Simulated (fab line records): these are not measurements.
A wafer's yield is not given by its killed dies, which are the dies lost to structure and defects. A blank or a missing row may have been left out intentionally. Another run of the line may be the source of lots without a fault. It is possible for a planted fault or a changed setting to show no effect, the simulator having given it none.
Problem report in the 8D (eight disciplines) form, filled by code | flow gf180mcu | the parts of the form that need people (team, actions taken, sign-off) are left out

1. THE PROBLEM
Mean of heater-power-total-W at GF_V1_DEHYDRATE_06: 163.10 W across 6 wafers in 2 lots; on wafers with no fault it is 160.36 W (standard deviation 0.12). That puts it +23 standard deviations away from the usual mean.
The step: time 60 s.
First seen on wafer L472.1, day 19 23:50, on litho-track-01. The record has a number at this step for 42 wafers belonging to 14 lots. Rule for "out", or "out of limits": more than 4 standard deviations from the usual mean. All remaining wafers that have a number are taken as sound.

2. WHAT IT IS, AND WHAT IT ISN'T
question                    | is                                 | is not
which readings at this step | heater-power-total-W, run-length-s | -
which lots                  | L472, L473                         | L467, L469, L470, L471, L476, L482, L483, L485, L486, L487, L488, L489
which wafers of those lots  | all that have a number             | -
read on which tools         | litho-track-01                     | litho-track-03, litho-track-04
when                        | from day 19 23:50                  | up to then (12 sound wafers); but 24 sound wafers of L476, L482, L483, L485, L486, L487, L488, L489 came after

3. SUSPECTS, AND WHAT RULES EACH OUT
Counting: any tool at a process step up to the reading is kept as a suspect provided that every lot that is out went through it and no sound lot did after the first of them.
- litho-track-01 at GF_V1_DEHYDRATE_06 (time 60 s): ruled out as a lasting fault. The sound lots L483, L486, L487, L489 went through it after L472, its earliest lot that is out (day 19 23:50).
Left after counting: nothing in the record.

4. THE CAUSE (what the simulator had put in)
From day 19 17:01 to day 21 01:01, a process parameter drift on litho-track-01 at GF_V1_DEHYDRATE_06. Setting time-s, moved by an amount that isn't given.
Counting ruled it out, wrongly.

5. THE CHAIN OF EFFECTS, in route order
Each row: a reading where the mean over the struck wafers with a number is more than 3 standard deviations away from the usual. Only readings whose record carries a usual standard deviation are examined. hours: median over the lots of the time between each lot's start at the first step of this table that gives one and its start at this step. sigmas: the change, counted in usual standard deviations.
hours | step               | reading              | usual    | on struck wafers | change | sigmas
0     | GF_V1_DEHYDRATE_06 | heater-power-total-W | 160.36 W | 163.10           | +2.74  | +23
0     | GF_V1_DEHYDRATE_06 | run-length-s         | 89.26 s  | 86.67            | -2.59  | -12
Here are the process steps it includes:
- GF_V1_DEHYDRATE_06: time 60 s.

6. HOW IT WOULD HAVE BEEN CAUGHT EARLIER
In this record no reading fell out of limits until day 19 23:50, 7 hours after the fault had begun at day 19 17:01.
